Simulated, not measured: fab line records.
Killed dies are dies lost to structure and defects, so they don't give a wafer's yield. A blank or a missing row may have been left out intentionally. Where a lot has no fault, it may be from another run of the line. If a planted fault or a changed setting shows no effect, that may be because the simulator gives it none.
fab line records ; flow gf180mcu ; part 1 of 2: steps 1 to 29 of 41
record: lots: 5; wafers: 15; lastDay: 34
route steps=602 shown VT_IMPLANT@129 MVSD@136 NWELL@137 LVPWELL@138 MVPSD@139 DUAL_GATE@141 POLY_GATE@157
lots untouched by any fault: they come from a run of this same line in which no faults occurred
startH: hours from the record's opening day to when the first of the lot's shown wafers began ; waitH: how many hours have passed since the lot's step before this one ; " unchanged from the row above ; L1.1+2: one row covering several wafers at once ; - no value present, or no start provided ; * or withheld: withheld ; < > ~ a bound
route shown NAME@n: names a module that has steps shown in the file, with the first one's number in the route ; usual: the fault-free wafers' mean and standard deviation ; same: alike in all rows ; chamber/n: place in a boat ; sites: per-site readings ; _std_site: how widely they spread, as a standard deviation ; _edge_site: the outer-site mean with the inner-site mean subtracted ; radiusMm: for every site, how far away it sits from the centre of the wafer ; mask NAME#n: copy n ; behind: tool/chamber where the wafer was last shaped ; hold: why the lot went on hold/how many hours it stayed there/how the hold came to an end ; device: the transistor (n, p or np) that didn't switch ; end of line: tests run on the same wafers once the route is complete ; where a step has no rows: the recipe by itself ; killed: dies lost to structure and defects at the first sort, not the wafer's yield ; map: the dies of a wafer, with x for killed, . for not killed, _ for no die there
set.NAME: setting as actually run; set.NAME@STEP: the setting as run at that earlier step ; model.NAME: the simulator's own value behind a step, which no gauge read
lots at some steps of the route; a table a step, a row a wafer
services: a tool's chamber out of use, with start hour (startH, from the record's first day; less than 0 if before it), hours out, and reason
== steps ==
step: GF_VT_IMPLANT_DEVELOP_39
recipe: developTimeS: 60; devTempC: 23
lot.wafer;tool;chamber;startH;waitH
L076.1+5+6;lithoTrack-04;0;167.38;0.1
L089.1+5+6;lithoTrack-02;0;258.30;0.1
L093.1+2+4;lithoTrack-01;0;288.81;0.1
L095.4+5+6;lithoTrack-04;0;296.45;0.1
L096.1+5+6;lithoTrack-01;0;305.86;0.1
step: GF_VT_IMPLANT_OVL_MEAS_40
usual: VT_IMPLANT_03_OVL: 0.1/1.1
lot.wafer;tool;chamber;startH;waitH;VT_IMPLANT_03_OVL[nm]
L076.1;overlay-02;-;167.53;0.1;-0.4
L076.5;overlay-02;-;167.53;0.1;0.4
L076.6;overlay-02;-;167.53;0.1;-1.3
L089.1;overlay-01;-;258.45;0.1;0.6
L089.5;overlay-01;-;258.45;0.1;1.0
L089.6;overlay-01;-;258.45;0.1;0.3
L093.1;overlay-02;-;288.96;0.1;-0.7
L093.2;overlay-02;-;288.96;0.1;-0.5
L093.4;overlay-02;-;288.96;0.1;-0.2
L095.4;overlay-01;-;296.55;0.1;1.0
L095.5;overlay-01;-;296.55;0.1;0.4
L095.6;overlay-01;-;296.55;0.1;1.5
L096.1;overlay-02;-;306.01;0.1;-0.1
L096.5;overlay-02;-;306.01;0.1;0.8
L096.6;overlay-02;-;306.01;0.1;0.4
step: GF_VT_IMPLANT_IMPLANT_41
recipe: species: As; energyKev: 70; doseCm2: 1.013e+12; tiltDeg: 7
usual: doseIonsCm2: 1.0131e+12/1e+09
lot.wafer;tool;chamber;startH;waitH;doseIonsCm2
L076.1;implanter-04;0;167.57;0.0;1.0123e+12
L076.5;implanter-04;0;167.57;0.0;1.0118e+12
L076.6;implanter-04;0;167.57;0.0;1.0139e+12
L089.1;implanter-02;0;258.48;0.0;1.0117e+12
L089.5;implanter-02;0;258.48;0.0;1.0124e+12
L089.6;implanter-02;0;258.48;0.0;1.0122e+12
L093.1;implanter-02;0;288.99;0.0;1.0139e+12
L093.2;implanter-02;0;288.99;0.0;1.0154e+12
L093.4;implanter-02;0;288.99;0.0;1.0146e+12
L095.4;implanter-04;0;296.64;0.1;1.0132e+12
L095.5;implanter-04;0;296.64;0.1;1.0125e+12
L095.6;implanter-04;0;296.64;0.1;1.0129e+12
L096.1;implanter-02;0;306.04;0.0;1.0137e+12
L096.5;implanter-02;0;306.04;0.0;1.0132e+12
L096.6;implanter-02;0;306.04;0.0;1.0121e+12
step: GF_VT_IMPLANT_STRIP_42
recipe: chemistry: O2/N2; powerW: 1400; pressureMtorr: 1500; platenTempC: 250; o2FlowSccm: 3000; n2FlowSccm: 300; overashFraction: 0.5
usual: chamberPressureMTorr: 1499.9/1.3; drypumpMotorCurrentA: 5.88/0.25; heaterPowerW: 341/26; oesProductAu: 0.716/0.0046; stripTimeToEndpointS: 12.61/0.039
lot.wafer;tool;chamber;startH;waitH;chamberPressureMTorr;drypumpMotorCurrentA;heaterPowerW;oesProductAu;rfHoursCounterH;stripTimeToEndpointS
L076.1;plasmaAsher-04;0;167.72;0.1;1502.1;6.16;349;0.720;49;12.61
L076.5;plasmaAsher-04;0;167.72;0.1;1498.5;6.17;347;0.716;-;12.59
L076.6;plasmaAsher-04;1;167.72;0.1;1498.1;5.82;377;0.709;-;12.61
L089.1;plasmaAsher-03;1;258.63;0.1;1502.2;5.83;325;0.720;50;12.70
L089.5;plasmaAsher-03;1;258.63;0.1;1497.4;5.82;330;0.717;-;12.68
L089.6;plasmaAsher-03;0;258.63;0.1;1497.2;5.49;324;0.717;-;12.64
L093.1;plasmaAsher-02;1;289.14;0.1;1499.8;5.97;319;0.721;17;12.68
L093.2;plasmaAsher-02;0;289.14;0.1;1500.4;6.16;377;0.710;17;12.66
L093.4;plasmaAsher-02;0;289.14;0.1;1497.4;6.19;377;0.717;-;12.67
L095.4;plasmaAsher-04;0;296.75;0.1;1500.4;6.16;345;0.717;-;12.59
L095.5;plasmaAsher-04;1;296.75;0.1;1498.5;5.82;372;0.714;-;12.60
L095.6;plasmaAsher-04;0;296.75;0.1;1495.8;6.16;350;0.716;-;12.59
L096.1;plasmaAsher-03;0;306.19;0.1;1500.8;5.46;323;0.722;55;12.63
L096.5;plasmaAsher-03;1;306.19;0.1;1498.1;5.87;328;0.710;-;12.61
L096.6;plasmaAsher-03;0;306.19;0.1;1499.5;5.43;324;0.713;-;12.65
step: GF_VT_IMPLANT_TW_MEAS_43
usual: VT_IMPLANT_4_TW: 693/4.8
lot.wafer;tool;chamber;startH;waitH;VT_IMPLANT_4_TW
L076.1;filmMetro-03;-;167.82;0.1;696
L076.5;filmMetro-03;-;167.82;0.1;699
L076.6;filmMetro-03;-;167.82;0.1;699
L089.1;filmMetro-04;-;258.73;0.1;689
L089.5;filmMetro-04;-;258.73;0.1;691
L089.6;filmMetro-04;-;258.73;0.1;686
L093.1;filmMetro-04;-;289.24;0.1;690
L093.2;filmMetro-04;-;289.24;0.1;684
L093.4;filmMetro-04;-;289.24;0.1;683
L095.4;filmMetro-01;-;296.84;0.1;693
L095.5;filmMetro-01;-;296.84;0.1;695
L095.6;filmMetro-01;-;296.84;0.1;695
L096.1;filmMetro-03;-;306.29;0.1;697
L096.5;filmMetro-03;-;306.29;0.1;698
L096.6;filmMetro-03;-;306.29;0.1;695
step: GF_VT_IMPLANT_CLEAN_44
recipe: chemistry: SC1/SC2; mix: 1:4:20; tempC: 70; timeS: 150; dry: n2Spin
lot.wafer;tool;chamber;startH;waitH
L076.1+5+6;wetBench-01;1;167.88;0.1
L089.1+5+6;wetBench-04;1;258.79;0.1
L093.1+2+4;wetBench-03;0;289.30;0.1
L095.4+5+6;wetBench-03;1;296.87;0.0
L096.1+5+6;wetBench-03;0;306.35;0.1
step: GF_VT_IMPLANT_RTA_45
recipe: tempC: 1050; timeS: 30; ambient: N2
usual: lampPowerPct: 35.4/2.2; wafer_temp_C_max: 1055.6/1.1
lot.wafer;tool;chamber;startH;waitH;lampPowerPct;wafer_temp_C_max
L076.1;rtpAnneal-01;0;167.93;0.0;37.3;1055.0
L076.5;rtpAnneal-01;0;167.93;0.0;37.4;1058.0
L076.6;rtpAnneal-01;0;167.93;0.0;37.4;1055.9
L089.1;rtpAnneal-01;0;258.89;0.0;37.4;1057.3
L089.5;rtpAnneal-01;0;258.89;0.0;37.4;1054.8
L089.6;rtpAnneal-01;0;258.89;0.0;37.3;1055.0
L093.1;rtpAnneal-01;0;289.36;0.0;37.4;1056.7
L093.2;rtpAnneal-01;0;289.36;0.0;37.4;1055.0
L093.4;rtpAnneal-01;0;289.36;0.0;37.4;1054.9
L095.4;rtpAnneal-01;0;296.98;0.1;37.4;1057.1
L095.5;rtpAnneal-01;0;296.98;0.1;37.3;1055.4
L095.6;rtpAnneal-01;0;296.98;0.1;37.4;1055.8
L096.1;rtpAnneal-02;0;306.41;0.0;33.0;1055.3
L096.5;rtpAnneal-02;0;306.41;0.0;33.0;1054.6
L096.6;rtpAnneal-02;0;306.41;0.0;33.0;1055.4
step: GF_VT_IMPLANT_RS_MEAS_46
recipe: thkMeasGauge: four-point-probe
usual: MVSD_RS: 456.6/1.1
lot.wafer;tool;chamber;startH;waitH;MVSD_RS[ohm/sq]
L076.1;filmMetro-02;-;168.03;0.1;455.6
L076.5;filmMetro-02;-;168.03;0.1;455.9
L076.6;filmMetro-02;-;168.03;0.1;456.6
L089.1;filmMetro-02;-;258.99;0.1;454.8
L089.5;filmMetro-02;-;258.99;0.1;456.2
L089.6;filmMetro-02;-;258.99;0.1;455.8
L093.1;filmMetro-03;-;289.46;0.1;455.4
L093.2;filmMetro-03;-;289.46;0.1;455.3
L093.4;filmMetro-03;-;289.46;0.1;454.8
L095.4;filmMetro-02;-;297.09;0.1;455.6
L095.5;filmMetro-02;-;297.09;0.1;455.8
L095.6;filmMetro-02;-;297.09;0.1;456.0
L096.1;filmMetro-03;-;306.51;0.1;457.1
L096.5;filmMetro-03;-;306.51;0.1;457.5
L096.6;filmMetro-03;-;306.51;0.1;458.5
step: GF_VT_IMPLANT_RS_MEAS_47
recipe: thkMeasGauge: four-point-probe
usual: NWELL_RS: 487.6/1.4
lot.wafer;tool;chamber;startH;waitH;NWELL_RS[ohm/sq]
L076.1;filmMetro-02;-;168.15;0.1;488.7
L076.5;filmMetro-02;-;168.15;0.1;489.9
L076.6;filmMetro-02;-;168.15;0.1;489.5
L089.1;filmMetro-02;-;259.11;0.1;485.2
L089.5;filmMetro-02;-;259.11;0.1;485.9
L089.6;filmMetro-02;-;259.11;0.1;485.9
L093.1;filmMetro-03;-;289.58;0.1;484.9
L093.2;filmMetro-03;-;289.58;0.1;486.9
L093.4;filmMetro-03;-;289.58;0.1;488.4
L095.4;filmMetro-02;-;297.21;0.1;486.9
L095.5;filmMetro-02;-;297.21;0.1;487.9
L095.6;filmMetro-02;-;297.21;0.1;486.4
L096.1;filmMetro-03;-;306.63;0.1;485.8
L096.5;filmMetro-03;-;306.63;0.1;486.5
L096.6;filmMetro-03;-;306.63;0.1;486.9
step: GF_VT_IMPLANT_RS_MEAS_48
recipe: thkMeasGauge: four-point-probe
usual: LVPWELL_RS: 1196.7/2.7
lot.wafer;tool;chamber;startH;waitH;LVPWELL_RS[ohm/sq]
L076.1;filmMetro-02;-;168.27;0.1;1196.0
L076.5;filmMetro-02;-;168.27;0.1;1195.1
L076.6;filmMetro-02;-;168.27;0.1;1191.8
L089.1;filmMetro-02;-;259.23;0.1;1194.7
L089.5;filmMetro-02;-;259.23;0.1;1196.9
L089.6;filmMetro-02;-;259.23;0.1;1194.2
L093.1;filmMetro-03;-;289.70;0.1;1198.0
L093.2;filmMetro-03;-;289.70;0.1;1199.2
L093.4;filmMetro-03;-;289.70;0.1;1194.8
L095.4;filmMetro-02;-;297.33;0.1;1196.9
L095.5;filmMetro-02;-;297.33;0.1;1199.5
L095.6;filmMetro-02;-;297.33;0.1;1198.2
L096.1;filmMetro-03;-;306.75;0.1;1196.0
L096.5;filmMetro-03;-;306.75;0.1;1196.0
L096.6;filmMetro-03;-;306.75;0.1;1196.2
step: GF_VT_IMPLANT_RS_MEAS_49
recipe: thkMeasGauge: four-point-probe
usual: MVPSD_RS: 1169/3.2
lot.wafer;tool;chamber;startH;waitH;MVPSD_RS[ohm/sq]
L076.1;filmMetro-02;-;168.39;0.1;1169
L076.5;filmMetro-02;-;168.39;0.1;1167
L076.6;filmMetro-02;-;168.39;0.1;1166
L089.1;filmMetro-02;-;259.35;0.1;1162
L089.5;filmMetro-02;-;259.35;0.1;1164
L089.6;filmMetro-02;-;259.35;0.1;1164
L093.1;filmMetro-03;-;289.82;0.1;1173
L093.2;filmMetro-03;-;289.82;0.1;1167
L093.4;filmMetro-03;-;289.82;0.1;1172
L095.4;filmMetro-02;-;297.45;0.1;1168
L095.5;filmMetro-02;-;297.45;0.1;1168
L095.6;filmMetro-02;-;297.45;0.1;1166
L096.1;filmMetro-03;-;306.87;0.1;1174
L096.5;filmMetro-03;-;306.87;0.1;1172
L096.6;filmMetro-03;-;306.87;0.1;1177
step: GF_VT_IMPLANT_WET_ETCH_50
recipe: chemistry: dHF; targetDepthNm: 20; target: SiO2; tempC: 25; dilution: 100:1; timeS: 400
lot.wafer;tool;chamber;startH;waitH
L076.1+5+6;wetBench-01;1;168.51;0.1
L089.1+5+6;wetBench-03;2;259.47;0.1
L093.1+2+4;wetBench-01;1;289.94;0.1
L095.4+5+6;wetBench-03;0;297.51;0.0
L096.1+5+6;wetBench-01;2;306.99;0.1
step: GF_DUAL_GATE_CLEAN_00
recipe: chemistry: SC1/SC2; mix: 1:4:20; tempC: 70; timeS: 150
lot.wafer;tool;chamber;startH;waitH
L076.1+5+6;wetBench-04;2;168.63;0.0
L089.1+5+6;wetBench-01;2;259.60;0.0
L093.1+2+4;wetBench-04;1;290.06;0.0
L095.4+5+6;wetBench-04;3;297.64;0.0
L096.1+5+6;wetBench-03;3;307.11;0.0
step: GF_DUAL_GATE_CLEAN_01
recipe: chemistry: dHF; timeS: 20; dilution: 100:1; dry: ipaMarangoni
lot.wafer;tool;chamber;startH;waitH
L076.1+5+6;wetBench-03;0;168.73;0.0
L089.1+5+6;wetBench-03;3;259.66;0.0
L093.1+2+4;wetBench-03;2;290.12;0.0
L095.4+5+6;wetBench-01;1;297.69;0.0
L096.1+5+6;wetBench-01;0;307.17;0.0
step: GF_DUAL_GATE_OXIDATION_02
recipe: tempC: 900; ambient: O2; stabiliseS: 600; purgeS: 300; targetThkA: 108.87; oxTimeS: 1602
usual: zonePowerCentrePct: 19.6/1.7
lot.wafer;tool;chamber;startH;waitH;zonePowerCentrePct
L076.1;furnace-02;0;168.74;0.0;21.8
L076.5;furnace-02;0;168.74;0.0;21.9
L076.6;furnace-02;0;168.74;0.0;22.0
L089.1;furnace-02;0;259.67;0.0;21.7
L089.5;furnace-02;0;259.67;0.0;21.9
L089.6;furnace-02;0;259.67;0.0;21.8
L093.1;furnace-01;0;290.44;0.3;18.2
L093.2;furnace-01;0;290.44;0.3;18.3
L093.4;furnace-01;0;290.44;0.3;18.6
L095.4;furnace-01;0;297.70;0.0;18.5
L095.5;furnace-01;0;297.70;0.0;18.4
L095.6;furnace-01;0;297.70;0.0;18.3
L096.1;furnace-02;0;308.76;1.6;22.1
L096.5;furnace-02;0;308.76;1.6;21.9
L096.6;furnace-02;0;308.76;1.6;21.8
step: GF_DUAL_GATE_THK_MEAS_03
recipe: reads: SiO2_of_DUAL_GATE_OXIDATION_02
usual: DUAL_GATE_OXIDATION_00_THK: 10.86/0.2
lot.wafer;tool;chamber;startH;waitH;DUAL_GATE_OXIDATION_00_THK[nm]
L076.1;filmMetro-01;-;170.19;0.0;11.08
L076.5;filmMetro-01;-;170.19;0.0;11.03
L076.6;filmMetro-01;-;170.19;0.0;11.06
L089.1;filmMetro-01;-;261.12;0.0;10.75
L089.5;filmMetro-01;-;261.12;0.0;10.68
L089.6;filmMetro-01;-;261.12;0.0;10.92
L093.1;filmMetro-04;-;291.88;0.0;10.97
L093.2;filmMetro-04;-;291.88;0.0;10.92
L093.4;filmMetro-04;-;291.88;0.0;10.97
L095.4;filmMetro-02;-;299.18;0.0;10.96
L095.5;filmMetro-02;-;299.18;0.0;10.80
L095.6;filmMetro-02;-;299.18;0.0;10.90
L096.1;filmMetro-02;-;310.21;0.0;11.01
L096.5;filmMetro-02;-;310.21;0.0;11.10
L096.6;filmMetro-02;-;310.21;0.0;10.89
step: GF_DUAL_GATE_DEHYDRATE_04
recipe: tempC: 200; timeS: 60
usual: plateTempC: 199.99/0.15
lot.wafer;tool;chamber;startH;waitH;plateTempC
L076.1;lithoTrack-02;0;177.35;7.2;200.15
L076.5;lithoTrack-02;0;177.35;7.2;200.03
L076.6;lithoTrack-02;0;177.35;7.2;199.93
L089.1;lithoTrack-03;0;270.59;9.5;200.00
L089.5;lithoTrack-03;0;270.59;9.5;200.00
L089.6;lithoTrack-03;0;270.59;9.5;199.93
L093.1;lithoTrack-01;0;300.96;9.1;199.77
L093.2;lithoTrack-01;0;300.96;9.1;200.12
L093.4;lithoTrack-01;0;300.96;9.1;199.89
L095.4;lithoTrack-03;0;309.01;9.8;200.17
L095.5;lithoTrack-03;0;309.01;9.8;200.14
L095.6;lithoTrack-03;0;309.01;9.8;199.89
L096.1;lithoTrack-03;0;319.39;9.2;200.23
L096.5;lithoTrack-03;0;319.39;9.2;200.26
L096.6;lithoTrack-03;0;319.39;9.2;200.00
step: GF_DUAL_GATE_HMDS_05
recipe: primeTimeS: 60; primeTempC: 120
lot.wafer;tool;chamber;startH;waitH
L076.1+5+6;lithoTrack-02;0;177.50;0.1
L089.1+5+6;lithoTrack-03;0;270.74;0.1
L093.1+2+4;lithoTrack-01;0;301.11;0.1
L095.4+5+6;lithoTrack-03;0;309.16;0.1
L096.1+5+6;lithoTrack-03;0;319.54;0.1
step: GF_DUAL_GATE_COAT_06
recipe: resist: NOVOLAK; spinRpm: 3000; resistThkNm: 1007
lot.wafer;tool;chamber;startH;waitH
L076.1+5+6;lithoTrack-02;0;177.65;0.1
L089.1+5+6;lithoTrack-03;0;270.89;0.1
L093.1+2+4;lithoTrack-01;0;301.26;0.1
L095.4+5+6;lithoTrack-03;0;309.31;0.1
L096.1+5+6;lithoTrack-03;0;319.69;0.1
step: GF_DUAL_GATE_SOFTBAKE_07
recipe: tempC: 90; timeS: 60; resist: NOVOLAK
usual: plateTempC: 89.99/0.12
lot.wafer;tool;chamber;startH;waitH;plateTempC
L076.1;lithoTrack-02;0;177.80;0.1;90.00
L076.5;lithoTrack-02;0;177.80;0.1;90.02
L076.6;lithoTrack-02;0;177.80;0.1;90.11
L089.1;lithoTrack-03;0;271.04;0.1;90.13
L089.5;lithoTrack-03;0;271.04;0.1;90.00
L089.6;lithoTrack-03;0;271.04;0.1;89.88
L093.1;lithoTrack-01;0;301.41;0.1;89.92
L093.2;lithoTrack-01;0;301.41;0.1;89.99
L093.4;lithoTrack-01;0;301.41;0.1;90.14
L095.4;lithoTrack-03;0;309.46;0.1;89.99
L095.5;lithoTrack-03;0;309.46;0.1;89.82
L095.6;lithoTrack-03;0;309.46;0.1;89.81
L096.1;lithoTrack-03;0;319.84;0.1;90.13
L096.5;lithoTrack-03;0;319.84;0.1;90.00
L096.6;lithoTrack-03;0;319.84;0.1;90.01
step: GF_DUAL_GATE_EXPOSE_08
recipe: maskId: Dualgate; targetCdNm: 700; na: 0.6; sourceShape: conventional; sigmaOuter: 0.6; doseMj: 140
lot.wafer;tool;chamber;startH;waitH;mask
L076.1+5+6;ilineStepper-01;0;-;-;Dualgate#0
L089.1+5+6;ilineStepper-02;0;-;-;Dualgate#0
L093.1+2+4;ilineStepper-01;0;-;-;Dualgate#0
L095.4+5+6;ilineStepper-02;0;-;-;Dualgate#0
L096.1+5+6;ilineStepper-02;0;-;-;Dualgate#0
step: GF_DUAL_GATE_PEB_09
recipe: tempC: withheld; timeS: *; resist: NOVOLAK
lot.wafer;tool;chamber;startH;waitH
L076.1+5+6;lithoTrack-03;0;-;-
L089.1+5+6;lithoTrack-01;0;-;-
L093.1+2+4;lithoTrack-02;0;-;-
L095.4+5+6;lithoTrack-02;0;-;-
L096.1+5+6;lithoTrack-01;0;-;-
step: GF_DUAL_GATE_DEVELOP_10
recipe: developTimeS: 60; devTempC: 23
lot.wafer;tool;chamber;startH;waitH
L076.1+5+6;lithoTrack-03;0;186.44;0.1
L089.1+5+6;lithoTrack-01;0;280.46;0.1
L093.1+2+4;lithoTrack-02;0;311.70;0.1
L095.4+5+6;lithoTrack-02;0;319.42;0.1
L096.1+5+6;lithoTrack-01;0;330.35;0.1
step: GF_DUAL_GATE_OVL_MEAS_11
usual: DUAL_GATE_OVL: 0.2/1.3
lot.wafer;tool;chamber;startH;waitH;DUAL_GATE_OVL[nm]
L076.1;overlay-02;-;186.59;0.1;0.2
L076.5;overlay-02;-;186.59;0.1;1.1
L076.6;overlay-02;-;186.59;0.1;0.3
L089.1;overlay-01;-;280.61;0.1;-0.7
L089.5;overlay-01;-;280.61;0.1;1.0
L089.6;overlay-01;-;280.61;0.1;0.1
L093.1;overlay-02;-;311.85;0.1;0.6
L093.2;overlay-02;-;311.85;0.1;-1.4
L093.4;overlay-02;-;311.85;0.1;-1.7
L095.4;overlay-02;-;319.51;0.1;-0.3
L095.5;overlay-02;-;319.51;0.1;0.0
L095.6;overlay-02;-;319.51;0.1;0.3
L096.1;overlay-02;-;330.50;0.1;0.3
L096.5;overlay-02;-;330.50;0.1;-0.6
L096.6;overlay-02;-;330.50;0.1;0.6
step: GF_DUAL_GATE_WET_ETCH_12
recipe: chemistry: dHF; targetDepthNm: 13; dry: n2Spin; target: SiO2; tempC: 25; dilution: 100:1; timeS: 260
lot.wafer;tool;chamber;startH;waitH
L076.1+5+6;wetBench-01;1;186.63;0.0
L089.1+5+6;wetBench-04;2;280.64;0.0
L093.1+2+4;wetBench-04;3;311.88;0.0
L095.4+5+6;wetBench-04;2;319.53;0.0
L096.1+5+6;wetBench-03;2;330.54;0.0
step: GF_DUAL_GATE_STRIP_13
recipe: chemistry: O2/N2; powerW: 1400; pressureMtorr: 1500; platenTempC: 250; o2FlowSccm: 3000; n2FlowSccm: 300; overashFraction: 0.5
usual: chamberPressureMTorr: 1499.9/1.4; drypumpMotorCurrentA: 5.92/0.27; heaterPowerW: 357/24; oesProductAu: 0.715/0.0044; stripTimeToEndpointS: 12.73/0.038
lot.wafer;tool;chamber;startH;waitH;chamberPressureMTorr;drypumpMotorCurrentA;heaterPowerW;oesProductAu;rfHoursCounterH;stripTimeToEndpointS
L076.1;plasmaAsher-01;0;186.71;0.0;1500.4;5.82;368;0.719;51;12.69
L076.5;plasmaAsher-01;0;186.71;0.0;1497.8;5.80;375;0.712;-;12.67
L076.6;plasmaAsher-01;1;186.71;0.0;1496.2;5.27;333;0.718;-;12.69
L089.1;plasmaAsher-04;1;280.74;0.0;1502.0;5.83;384;0.713;61;12.76
L089.5;plasmaAsher-04;0;280.74;0.0;1500.4;6.17;350;0.713;-;12.75
L089.6;plasmaAsher-04;1;280.74;0.0;1500.4;5.83;377;0.711;-;12.80
L093.1;plasmaAsher-04;0;311.96;0.0;1498.8;6.16;342;0.713;64;12.77
L093.2;plasmaAsher-04;1;311.96;0.0;1499.7;5.81;381;0.715;64;12.77
L093.4;plasmaAsher-04;0;311.96;0.0;1500.8;6.21;353;0.713;-;12.78
L095.4;plasmaAsher-04;1;319.64;0.0;1501.3;5.85;388;0.713;-;12.76
L095.5;plasmaAsher-04;1;319.64;0.0;1503.7;5.84;381;0.718;-;12.74
L095.6;plasmaAsher-04;0;319.64;0.0;1497.5;6.17;358;0.714;-;12.80
L096.1;plasmaAsher-04;0;330.62;0.0;1501.3;6.18;350;0.715;66;12.75
L096.5;plasmaAsher-04;1;330.62;0.0;1500.1;5.79;389;0.720;-;12.71
L096.6;plasmaAsher-04;0;330.62;0.0;1498.9;6.18;345;0.714;-;12.75
step: GF_DUAL_GATE_CLEAN_14
recipe: chemistry: SC1/SC2; mix: 1:4:20; tempC: 70; timeS: 150; dry: n2Spin
lot.wafer;tool;chamber;startH;waitH
L076.1+5+6;wetBench-03;1;186.81;0.1
L089.1+5+6;wetBench-01;3;280.84;0.1
L093.1+2+4;wetBench-01;1;312.06;0.1
L095.4+5+6;wetBench-03;3;319.71;0.0
L096.1+5+6;wetBench-04;2;330.72;0.1
step: GF_DUAL_GATE_OXIDATION_15
recipe: tempC: 850; ambient: O2; stabiliseS: 600; purgeS: 300; targetThkA: 70.98; oxTimeS: 1995
usual: zonePowerCentrePct: 18.2/1.5
lot.wafer;tool;chamber;startH;waitH;zonePowerCentrePct
L076.1;furnace-02;0;188.42;1.6;19.8
L076.5;furnace-02;0;188.42;1.6;19.3
L076.6;furnace-02;0;188.42;1.6;19.5
L089.1;furnace-02;0;281.66;0.8;19.2
L089.5;furnace-02;0;281.66;0.8;19.6
L089.6;furnace-02;0;281.66;0.8;19.6
L093.1;furnace-02;0;312.11;0.0;19.7
L093.2;furnace-02;0;312.11;0.0;19.5
L093.4;furnace-02;0;312.11;0.0;19.4
L095.4;furnace-02;0;320.96;1.2;19.5
L095.5;furnace-02;0;320.96;1.2;19.2
L095.6;furnace-02;0;320.96;1.2;19.6
L096.1;furnace-01;0;331.51;0.7;16.3
L096.5;furnace-01;0;331.51;0.7;16.4
L096.6;furnace-01;0;331.51;0.7;16.5
step: GF_POLY_GATE_CVD_00
recipe: material: poly-Si; targetThkNm: 200; tempC: 620; timeS: 1200; pressureMtorr: 200
usual: zonePowerCentrePct: 9.4/0.89
lot.wafer;tool;chamber;startH;waitH;zonePowerCentrePct
L076.1;lpcvd-01;0;190.86;0.9;8.0
L076.5;lpcvd-01;0;190.86;0.9;8.0
L076.6;lpcvd-01;0;190.86;0.9;7.9
L089.1;lpcvd-02;0;283.25;0.0;9.3
L089.5;lpcvd-02;0;283.25;0.0;9.4
L089.6;lpcvd-02;0;283.25;0.0;9.4
L093.1;lpcvd-01;0;314.16;0.5;8.0
L093.2;lpcvd-01;0;314.16;0.5;8.1
L093.4;lpcvd-01;0;314.16;0.5;7.9
L095.4;lpcvd-01;0;322.52;0.0;8.1
L095.5;lpcvd-01;0;322.52;0.0;8.0
L095.6;lpcvd-01;0;322.52;0.0;7.9
L096.1;lpcvd-01;1;333.07;0.0;10.2
L096.5;lpcvd-01;1;333.07;0.0;10.1
L096.6;lpcvd-01;1;333.07;0.0;10.1
